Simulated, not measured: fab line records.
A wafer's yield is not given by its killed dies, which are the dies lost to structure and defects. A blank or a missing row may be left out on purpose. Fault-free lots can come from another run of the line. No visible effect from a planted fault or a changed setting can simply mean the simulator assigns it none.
Which tool was responsible? + flow sky130 + 36 wafers from 12 lots sampled at 4 of the route's 708 steps

## WHAT EACH GAUGE READ, for each wafer
SKY_PAD_OPEN_BOW_MEAS_13. Usual: PAD_OPEN_BOW gives 46 um (standard deviation 8.7).
| lot  | measured     | on            | PAD_OPEN_BOW (um) | flag |
|------|--------------|---------------|-------------------|------|
| L779 | day 46 10:28 | film_metro-02 | 31 51 44          |      |
| L781 | day 46 17:10 | film_metro-01 | 35 32 30          |      |
| L783 | day 47 06:20 | film_metro-03 | 41 28 43          |      |
| L784 | day 47 09:23 | film_metro-02 | 46 53 41          |      |
| L786 | day 48 00:00 | film_metro-03 | 60 48 48          |      |
| L787 | day 48 04:03 | film_metro-01 | 45 36 61          |      |
| L788 | day 48 15:52 | film_metro-01 | 40 35 45          |      |
| L789 | day 48 17:38 | film_metro-01 | 34 42 34          |      |
| L798 | day 50 14:55 | film_metro-02 | 35 31 40          |      |
| L799 | day 50 16:40 | film_metro-03 | 64 56 54          |      |
| L800 | day 50 19:19 | film_metro-03 | 45 36 38          |      |
| L801 | day 51 11:35 | film_metro-03 | 33 29 31          |      |

## WHICH TOOL RAN EACH LOT (tool, then ch and the chambers of the sampled wafers, then the start)
| lot  | SKY_GATE_OXIDE_STRIP_13              | SKY_METAL3_DESCUM_15              | SKY_METAL4_METAL_ETCH_18          |
|------|--------------------------------------|-----------------------------------|-----------------------------------|
| L779 | plasma_asher-04 ch 0,1, day 14 10:05 | rie_metal-02 ch 0,1, day 39 05:08 | rie_metal-04 ch 1, day 42 10:26   |
| L781 | plasma_asher-04 ch 0,1, day 14 14:08 | rie_metal-02 ch 0,1, day 39 11:57 | rie_metal-04 ch 0,1, day 42 16:40 |
| L783 | plasma_asher-03 ch 0,1, day 15 11:32 | rie_metal-02 ch 0,1, day 40 03:50 | rie_metal-02 ch 0,1, day 43 08:28 |
| L784 | plasma_asher-03 ch 0,1, day 15 16:32 | rie_metal-03 ch 0,1, day 40 07:44 | rie_metal-03 ch 0,1, day 43 11:04 |
| L786 | plasma_asher-04 ch 0,1, day 16 12:01 | rie_metal-03 ch 1, day 41 01:27   | rie_metal-03 ch 0,1, day 44 04:14 |
| L787 | plasma_asher-02 ch 0,1, day 16 15:01 | rie_metal-01 ch 0,1, day 41 04:29 | rie_metal-02 ch 0,1, day 44 07:35 |
| L788 | plasma_asher-02 ch 0,1, day 17 16:13 | rie_metal-02 ch 0,1, day 41 23:50 | rie_metal-03 ch 0,1, day 45 01:26 |
| L789 | plasma_asher-04 ch 0,1, day 17 16:47 | rie_metal-02 ch 0,1, day 42 01:15 | rie_metal-02 ch 0,1, day 45 01:35 |
| L798 | plasma_asher-03 ch 0,1, day 20 13:47 | rie_metal-02 ch 0, day 44 10:06   | rie_metal-03 ch 0,1, day 47 08:25 |
| L799 | plasma_asher-03 ch 0,1, day 20 20:26 | rie_metal-03 ch 0,1, day 44 11:35 | rie_metal-04 ch 0,1, day 47 09:47 |
| L800 | plasma_asher-04 ch 0,1, day 21 05:19 | rie_metal-02 ch 0,1, day 44 17:00 | rie_metal-02 ch 0,1, day 47 13:14 |
| L801 | plasma_asher-02 ch 0,1, day 22 07:53 | rie_metal-01 ch 0,1, day 45 16:11 | rie_metal-02 ch 1, day 48 09:43   |
- SKY_GATE_OXIDE_STRIP_13: strips in O2/N2.
- SKY_METAL3_DESCUM_15: chemistry O2, time 8 s.
- SKY_METAL4_METAL_ETCH_18: etches the open film in Cl2/BCl3, stops on SiO2, target depth 845 nm, time 183.1 s.

## AS READ BY THE TOOLS THEMSELVES (means over the sampled wafers that have a number; for cases with no such wafer, the mark the record gives instead)
SKY_GATE_OXIDE_STRIP_13. Usual: drypump_motor_current_A 6.0 A, standard deviation 0.5; n2_flow_sccm 300.0 sccm, standard deviation 0.91; oes_product_au 0.715 a.u., standard deviation 0.0047; strip_time_to_endpoint_s 14.17 s, standard deviation 0.045.
| lot  | tool            | drypump_motor_current_A (A) | n2_flow_sccm (sccm) | oes_product_au (a.u.) | strip_time_to_endpoint_s (s) | flag |
|------|-----------------|-----------------------------|---------------------|-----------------------|------------------------------|------|
| L779 | plasma_asher-04 | 6.1                         | 299.9               | 0.716                 | 14.17                        |      |
| L781 | plasma_asher-04 | 6.1                         | 299.3               | 0.717                 | 14.14                        |      |
| L783 | plasma_asher-03 | 6.0                         | 300.3               | 0.713                 | 14.11                        |      |
| L784 | plasma_asher-03 | 6.1                         | 299.3               | 0.713                 | 14.20                        |      |
| L786 | plasma_asher-04 | 6.3                         | 299.5               | 0.714                 | 14.13                        |      |
| L787 | plasma_asher-02 | 5.7                         | 300.0               | 0.713                 | 14.07                        |      |
| L788 | plasma_asher-02 | 5.7                         | 301.2               | 0.717                 | 14.16                        |      |
| L789 | plasma_asher-04 | 6.1                         | 298.5               | 0.723                 | 14.18                        |      |
| L798 | plasma_asher-03 | 6.0                         | 299.4               | 0.717                 | 14.20                        |      |
| L799 | plasma_asher-03 | 6.0                         | 299.9               | 0.718                 | 14.21                        |      |
| L800 | plasma_asher-04 | 6.3                         | 299.0               | 0.710                 | 14.11                        |      |
| L801 | plasma_asher-02 | 5.4                         | 300.0               | 0.711                 | 14.12                        |      |

SKY_METAL3_DESCUM_15. Usual: drypump_motor_current_A 5.6 A, standard deviation 0.64; oes_product_au 0.998 a.u., standard deviation 0.012.
| lot  | tool         | drypump_motor_current_A (A) | oes_product_au (a.u.) | flag |
|------|--------------|-----------------------------|-----------------------|------|
| L779 | rie_metal-02 | 6.0                         | 0.995                 |      |
| L781 | rie_metal-02 | 6.0                         | 1.005                 |      |
| L783 | rie_metal-02 | 6.0                         | 0.995                 |      |
| L784 | rie_metal-03 | 5.8                         | 1.001                 |      |
| L786 | rie_metal-03 | 5.6                         | 0.994                 |      |
| L787 | rie_metal-01 | 5.1                         | 0.994                 |      |
| L788 | rie_metal-02 | 5.5                         | 0.997                 |      |
| L789 | rie_metal-02 | 5.4                         | 0.986                 |      |
| L798 | rie_metal-02 | 6.5                         | 1.021                 |      |
| L799 | rie_metal-03 | 5.9                         | 0.996                 |      |
| L800 | rie_metal-02 | 6.0                         | 1.008                 |      |
| L801 | rie_metal-01 | 5.1                         | 1.003                 |      |

SKY_METAL4_METAL_ETCH_18. Usual: drypump_motor_current_A 5.6 A, standard deviation 0.52; oes_product_au 0.864 a.u., standard deviation 0.0059; throttle_valve_pct 22.264 %, standard deviation 0.0088.
| lot  | tool         | drypump_motor_current_A (A) | oes_product_au (a.u.) | throttle_valve_pct (%) | flag |
|------|--------------|-----------------------------|-----------------------|------------------------|------|
| L779 | rie_metal-04 | 5.3                         | 0.858                 | 22.263                 |      |
| L781 | rie_metal-04 | 5.3                         | 0.861                 | 22.258                 |      |
| L783 | rie_metal-02 | 5.4                         | 0.863                 | 22.262                 |      |
| L784 | rie_metal-03 | 5.9                         | 0.869                 | 22.268                 |      |
| L786 | rie_metal-03 | 5.9                         | 0.866                 | 22.254                 |      |
| L787 | rie_metal-02 | 5.5                         | 0.873                 | 22.271                 |      |
| L788 | rie_metal-03 | 5.9                         | 0.860                 | 22.265                 |      |
| L789 | rie_metal-02 | 5.4                         | 0.864                 | 22.275                 |      |
| L798 | rie_metal-03 | 5.9                         | 0.862                 | 22.272                 |      |
| L799 | rie_metal-04 | 5.3                         | 0.866                 | 22.266                 |      |
| L800 | rie_metal-02 | 5.4                         | 0.866                 | 22.262                 |      |
| L801 | rie_metal-02 | 5.0                         | 0.865                 | 22.264                 |      |

## THE ANSWER, worked out from the rows above alone
Rule: a lot counts as off when the mean over its wafers that have a number is more than 3 standard deviations away from the usual mean. A lot without any number at a reading at which 4 lots or more have one is off too. Where the step has rows for the other lots, those lots are counted as sound. First the gauges in route order, then the tools' own readings, where a lot's mean is used as printed above. At the first step where some lot is off, the reading lying furthest off is the one used; lots without a number count as furthest.
No lot is off on any of the readings shown, so nothing can be concluded from this.

## WHAT HAD BEEN PUT IN BY THE SIMULATOR
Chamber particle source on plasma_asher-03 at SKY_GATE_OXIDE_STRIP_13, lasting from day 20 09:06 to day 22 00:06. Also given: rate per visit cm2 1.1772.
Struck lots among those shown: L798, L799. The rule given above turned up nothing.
